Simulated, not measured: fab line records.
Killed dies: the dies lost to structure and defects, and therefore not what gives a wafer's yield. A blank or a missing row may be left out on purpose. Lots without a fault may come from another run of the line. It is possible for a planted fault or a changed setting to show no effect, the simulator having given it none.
Which tool is to blame?	flow sky130	Sampling: 12 lots, 36 wafers, 5 of 708 route steps

== WHAT THE GAUGES SHOWED, per wafer ==
SKY_GATE_OXIDE_THK_MEAS_02.
lot	measured	on	GATE_OXIDE_OXIDATION_00_THK (nm)
L282	day 13 14:31	filmMetro-01	10.37 10.41 10.48
L283	day 14 09:01	filmMetro-02	10.48 10.37 10.58
L284	day 14 12:15	filmMetro-01	10.91 10.68 10.91
L285	day 14 20:55	filmMetro-01	10.21 10.12 10.36
L286	day 15 00:51	filmMetro-02	10.64 10.48 10.64
L287	day 15 05:35	filmMetro-03	10.17 10.17 10.20
L288	day 15 16:56	filmMetro-03	10.68 10.51 10.69
L289	day 15 19:52	filmMetro-03	10.28 10.46 10.29
L294	day 17 17:43	filmMetro-01	10.42 10.47 10.48
L297	day 19 01:35	filmMetro-02	9.92 10.02 10.00
L298	day 19 01:35	filmMetro-03	9.80 9.71 9.65 9.79 9.66 9.65
L301	day 20 13:53	filmMetro-02	10.48 10.55 10.53

SKY_LI_CONTACT_CD_MEAS_12: the cd target is 170 nm.
lot	measured	on	cdNm (nm)
L282	day 30 01:27	cdSem-01	168.6 168.2 167.0
L283	day 30 20:11	cdSem-01	170.2 170.6 170.6
L284	day 30 21:22	cdSem-02	169.5 168.5 169.2
L285	day 31 11:29	cdSem-02	168.5 169.6 169.2
L286	day 31 10:43	cdSem-01	171.8 171.5 170.6
L287	day 31 22:57	cdSem-01	171.5 170.6 171.8
L288	day 32 00:46	cdSem-02	168.8 168.5 168.4
L289	day 32 03:01	cdSem-02	170.6 170.1 170.3
L294	day 34 06:08	cdSem-02	169.7 170.3 170.7
L297	day 35 03:34	cdSem-01	170.4 170.4 169.7
L298	day 35 03:25	cdSem-02	167.2 166.6 167.3
L301	day 36 09:40	cdSem-02	169.1 168.7 169.3

SKY_VIA1_THK_MEAS_01.
lot	measured	on	VIA1_HDPCVD_THK (nm)
L282	day 33 16:47	filmMetro-03	1039 1035 1026
L283	day 34 10:09	filmMetro-04	1021 1026 1029
L284	day 34 11:06	filmMetro-04	1022 1032 1032
L285	day 35 02:13	filmMetro-03	1026 1013 1011
L286	day 35 00:16	filmMetro-04	1043 1041 1049
L287	day 35 12:53	filmMetro-04	1026 1021 1021
L288	day 35 14:17	filmMetro-03	1030 1017 1016
L289	day 35 15:53	filmMetro-04	1016 1030 1025
L294	day 37 18:01	filmMetro-02	1024 1037 1037
L297	day 38 15:46	filmMetro-02	1032 1028 1031
L298	day 38 14:29	filmMetro-03	1004 1020 1024
L301	day 39 19:44	filmMetro-04	1036 1038 1040

== WHICH TOOL RAN EACH LOT (tool, then ch and the chambers of the sampled wafers, then the start) ==
lot	SKY_GATE_OXIDE_OXIDATION_01	SKY_METAL1_SPUTTER_00
L282	furnace-02 ch 0, day 13 13:05	pvdSputter-04, day 32 12:54
L283	furnace-02 ch 0, day 14 07:37	pvdSputter-03, day 33 06:38
L284	furnace-02 ch 0, day 14 10:50	pvdSputter-04, day 33 08:05
L285	furnace-01 ch 0, day 14 19:31	pvdSputter-03, day 33 22:14
L286	furnace-01 ch 0, day 14 23:26	pvdSputter-04, day 33 20:56
L287	furnace-01 ch 0, day 15 04:09	pvdSputter-03, day 34 08:50
L288	furnace-02 ch 0, day 15 15:31	pvdSputter-04, day 34 10:17
L289	furnace-02 ch 0, day 15 18:28	pvdSputter-01, day 34 11:55
L294	furnace-01 ch 0, day 17 16:18	pvdSputter-03, day 36 16:10
L297	furnace-01 ch 0, day 19 00:10	pvdSputter-01, day 37 12:43
L298	furnace-01 ch 0, day 19 00:10	pvdSputter-01, day 37 11:39
L301	furnace-02 ch 0, day 20 12:27	pvdSputter-01, day 38 16:36
- SKY_GATE_OXIDE_OXIDATION_01: stabilise 600 s, purge 300 s, target thk 10.268 nm.
- SKY_METAL1_SPUTTER_00: material Ti, target thk 15 nm, time 10 s.

== AS READ BY THE TOOLS THEMSELVES (means over the sampled wafers that have a number; for cases with no such wafer, the mark the record gives instead) ==
SKY_GATE_OXIDE_OXIDATION_01.
lot	tool	spikeTcBottomC (C)	spikeTcCentreC (C)	spikeTcLowerC (C)	spikeTcUpperC (C)	tubeCenterTempC (C)	tube_center_temp_C_max
L282	furnace-02	918.6	901.0	902.2	899.0	900.00	902.5
L283	furnace-02	919.2	900.0	902.2	897.8	900.01	902.3
L284	furnace-02	918.4	900.3	901.2	898.1	900.08	902.7
L285	furnace-01	913.9	901.3	899.1	901.1	900.03	902.7
L286	furnace-01	914.6	900.4	900.0	901.0	900.01	902.4
L287	furnace-01	914.2	901.1	899.9	899.8	899.99	902.3
L288	furnace-02	918.7	901.2	900.6	898.7	899.99	902.5
L289	furnace-02	919.0	900.4	901.7	898.0	900.02	902.3
L294	furnace-01	914.4	901.0	899.2	901.6	900.01	902.4
L297	furnace-01	909.7	895.6	894.0	895.3	894.56	896.8
L298	furnace-01	909.0	896.2	893.6	894.2	894.60	896.6
L301	furnace-02	920.1	900.2	902.3	898.1	900.06	902.5

SKY_METAL1_SPUTTER_00.
lot	tool	throttleValvePct (%)
L282	pvdSputter-04	30.0
L283	pvdSputter-03	29.3
L284	pvdSputter-04	30.2
L285	pvdSputter-03	29.5
L286	pvdSputter-04	29.8
L287	pvdSputter-03	29.7
L288	pvdSputter-04	29.9
L289	pvdSputter-01	30.5
L294	pvdSputter-03	29.6
L297	pvdSputter-01	31.0
L298	pvdSputter-01	30.5
L301	pvdSputter-01	31.0

== THE ANSWER, worked out from the rows above alone ==
Rule: what is usual is taken from the lots themselves. The widest of any qualifying gaps counts: lots, ordered by their means at a reading, are off when they make up no more than a third of the lots, leave a main group of 4 or more, and stand apart from it by 3 or more times the standard deviation of that group's means. A main group whose means are all the same, to the digits that the tables above print for the reading, isn't used. A lot without any number at a reading at which 4 lots or more have one is off too. The other lots that the step has rows for count as sound. After the gauges, taken in route order, come the tools' own readings; for these a lot's mean is taken, as printed above. The first step at which some lot is off is used, and at that step the reading that is off furthest; a lot without a number counts as furthest.
Off: L297, L298 (SKY_GATE_OXIDE_OXIDATION_01, tubeCenterTempC). For the main group the mean is 900.02 C and the standard deviation 0.028.
A tool fits if, at that step or a process step before it, it ran every lot that is off, and no sound lot after the first of them. One fits: SKY_GATE_OXIDE_OXIDATION_01 on furnace-01. A fault onset in the window from L294 (day 17 16:18, its last sound lot) to L297 (day 19 00:10, its first lot off) fits.
The tool's own readings at SKY_GATE_OXIDE_OXIDATION_01 bear it out: on the lots that are off they differ by more than 5 times the standard deviation of the sound lots' means. spikeTcCentreC reads 895.9 C there against 900.7 C on the sound lots; spikeTcLowerC reads 893.8 C there against 900.8 C on the sound lots; tubeCenterTempC reads 894.58 C there against 900.02 C on the sound lots; tube_center_temp_C_max reads 896.7 there against 902.5 on the sound lots.

== WHAT THE SIMULATOR HAD INSERTED ==
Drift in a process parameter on furnace-01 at SKY_GATE_OXIDE_OXIDATION_01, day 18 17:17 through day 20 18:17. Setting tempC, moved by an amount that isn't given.
Shown lots that were struck: L297, L298. The same result came from the rule above.
